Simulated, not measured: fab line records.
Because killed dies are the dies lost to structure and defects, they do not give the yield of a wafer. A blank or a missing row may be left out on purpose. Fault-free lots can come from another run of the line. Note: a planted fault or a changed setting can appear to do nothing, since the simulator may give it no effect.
Tool commonality check | flow sky130 | 11 lots and 39 wafers in the sample

## WHY THIS WAS OPENED
At SKY_NWELL_TW_MEAS_15 the reading NWELL_TW is flagged on 2 of 11 lots. Wafers without a fault read 1814, standard deviation 28.
Rule: a lot is flagged in two cases, either no wafer of it has a number, or all its wafers with numbers fall more than 4 standard deviations from that mean. All remaining lots are regarded as sound.

lot  | measured     | on            | NWELL_TW, wafer by wafer      | flag
L179 | day 4 15:22  | film-metro-03 | 1836 1827 1820                |
L183 | day 5 14:07  | film-metro-01 | 1789 1789 1780                |
L186 | day 6 13:17  | film-metro-03 | 1838 1834 1838                |
L187 | day 6 13:55  | film-metro-04 | 1818 1815 1808                |
L188 | day 6 17:47  | film-metro-03 | 1835 1833 1840                |
L189 | day 6 23:24  | film-metro-03 | 1827 1836 1832                |
L191 | day 7 15:11  | film-metro-03 | 1855 1841 1854                |
L193 | day 8 06:40  | film-metro-01 | 2159 2168 2174 2167 2165 2153 | FLAGGED
L194 | day 8 12:47  | film-metro-01 | 2163 2165 2156 2167 2166 2174 | FLAGGED
L200 | day 9 21:55  | film-metro-01 | 1782 1784 1775                |
L201 | day 10 01:35 | film-metro-03 | 1872 1850 1853                |
Average over the flagged lots: 2165; offset from the usual +351, equal to +13 standard deviations.

## WHICH TOOL RAN EACH LOT
2 process steps preceding the reading are held in the record, out of 708 steps in the route. Each cell gives the tool, then ch followed by the chambers the sampled wafers passed through, then the start.
lot  | flag    | SKY_FIELD_ISO_ETCH_17           | SKY_NWELL_IMPLANT_11
L179 |         | rie-si-01 ch 0,1,2, day 2 05:42 | implanter-01 ch 0, day 4 14:49
L183 |         | rie-si-02 ch 0,2,3, day 3 02:54 | implanter-01 ch 0, day 5 13:34
L186 |         | rie-si-01 ch 0,1,3, day 3 19:41 | implanter-04 ch 0, day 6 12:44
L187 |         | rie-si-02 ch 0,1,2, day 3 22:43 | implanter-01 ch 0, day 6 13:22
L188 |         | rie-si-02 ch 0,1,3, day 4 03:45 | implanter-03 ch 0, day 6 17:16
L189 |         | rie-si-01 ch 2,3, day 4 08:09   | implanter-03 ch 0, day 6 22:54
L191 |         | rie-si-01 ch 0,1, day 4 21:23   | implanter-04 ch 0, day 7 14:40
L193 | FLAGGED | rie-si-01 ch 1,2,3, day 5 05:20 | implanter-04 ch 0, day 8 06:07
L194 | FLAGGED | rie-si-02 ch 1,2,3, day 5 13:45 | implanter-04 ch 0, day 8 12:16
L200 |         | rie-si-01 ch 0,1,2, day 6 19:48 | implanter-01 ch 0, day 9 21:23
L201 |         | rie-si-01 ch 0,2, day 6 23:41   | implanter-03 ch 0, day 10 01:02
What the steps here do:
- SKY_FIELD_ISO_ETCH_17: etches Si in HBr/Cl2/O2, target depth 342 nm, time 97.7 s.
- SKY_NWELL_IMPLANT_11
- SKY_NWELL_TW_MEAS_15

## FLAGGED OVER TOTAL, TOOL BY TOOL (the gauges that took the reading come last)
step                  | tool          | lots run | flagged | share of the flagged lots | sound lots run after its first flagged lot
SKY_FIELD_ISO_ETCH_17 | rie-si-01     | 7        | 1       | some                      | 2 (L200,L201)
SKY_FIELD_ISO_ETCH_17 | rie-si-02     | 4        | 1       | some                      | 0
SKY_NWELL_IMPLANT_11  | implanter-01  | 4        | 0       | none                      | -
SKY_NWELL_IMPLANT_11  | implanter-03  | 3        | 0       | none                      | -
SKY_NWELL_IMPLANT_11  | implanter-04  | 4        | 2       | all                       | 0
SKY_NWELL_TW_MEAS_15  | film-metro-01 | 4        | 2       | all                       | 1 (L200)
SKY_NWELL_TW_MEAS_15  | film-metro-03 | 6        | 0       | none                      | -
SKY_NWELL_TW_MEAS_15  | film-metro-04 | 1        | 0       | none                      | -

## WHAT THE TABLE PERMITS
Rows of the table that ran all the flagged lots, 2 in number: implanter-04 at SKY_NWELL_IMPLANT_11; film-metro-01 at SKY_NWELL_TW_MEAS_15.
- implanter-04 at SKY_NWELL_IMPLANT_11 ran 4 lots, 2 of them flagged. Last sound lot L191 at day 7 14:40, first flagged lot L193 at day 8 06:07; a fault beginning in between fits. Its own readings (beam-on-s, dose-ions-cm2, faraday-current-uA) fall more than 4 standard deviations out on all wafers of the flagged lots.
- film-metro-01 at SKY_NWELL_TW_MEAS_15 ran 4 lots, 2 of them flagged. After the first flagged lot (L200), sound lots still ran on it; a lasting fault on the whole tool would not permit that.
What remains is a single tool, implanter-04 at SKY_NWELL_IMPLANT_11.

## WHAT THE SIMULATOR PUT IN
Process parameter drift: implanter-04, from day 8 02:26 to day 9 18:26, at SKY_NWELL_IMPLANT_11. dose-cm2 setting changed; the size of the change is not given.
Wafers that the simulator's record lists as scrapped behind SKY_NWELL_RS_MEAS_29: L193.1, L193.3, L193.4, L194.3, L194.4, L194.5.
Lots struck among those shown: L193, L194. The same result came from the rule above.
